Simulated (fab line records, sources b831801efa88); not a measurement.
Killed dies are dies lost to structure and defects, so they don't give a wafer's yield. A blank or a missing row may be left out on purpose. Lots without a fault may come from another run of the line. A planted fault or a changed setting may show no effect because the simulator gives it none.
Which tool did it? | flow sfq_line | 7 lots, 20 wafers sampled, at 1 step of a route of 325

WHAT THE GAUGES READ, wafer by wafer
SFQ_I6_OVL_MEAS_942.
lot  | measured     | on         | I6_OVL (nm)
L539 | day 68 21:26 | overlay-02 | -5 -11 -11
L544 | day 76 22:08 | overlay-02 | 1 -2 7
L547 | day 77 11:20 | overlay-02 | -3 -3
L554 | day 82 16:07 | overlay-01 | 2 7 -3
L556 | day 88 08:11 | overlay-02 | 5 -3 -1
L558 | day 89 08:41 | overlay-01 | 4 4 5
L560 | day 89 15:06 | overlay-01 | -1 -1 -4

WHICH TOOL RAN EACH LOT (tool, then ch and the chambers of the sampled wafers, then the start)
The record holds no process step before these readings.

THE ANSWER, worked out from the rows above alone
Rule: what is usual is taken from the lots themselves. Put in order of their means at a reading, lots are off if they are a third of the lots or fewer, leave a main group of 4 or more, and stand apart from it by a gap of 3 or more times the standard deviation of the main group's means; of several such gaps the widest counts. A main group whose means are all the same, to the digits that the tables above print for the reading, isn't used. A lot without any number at a reading at which 4 lots or more have one is off too. The other lots that the step has rows for count as sound.
No lot is off at any reading shown: from this, nothing can be told.

WHAT THE SIMULATOR HAD PUT IN
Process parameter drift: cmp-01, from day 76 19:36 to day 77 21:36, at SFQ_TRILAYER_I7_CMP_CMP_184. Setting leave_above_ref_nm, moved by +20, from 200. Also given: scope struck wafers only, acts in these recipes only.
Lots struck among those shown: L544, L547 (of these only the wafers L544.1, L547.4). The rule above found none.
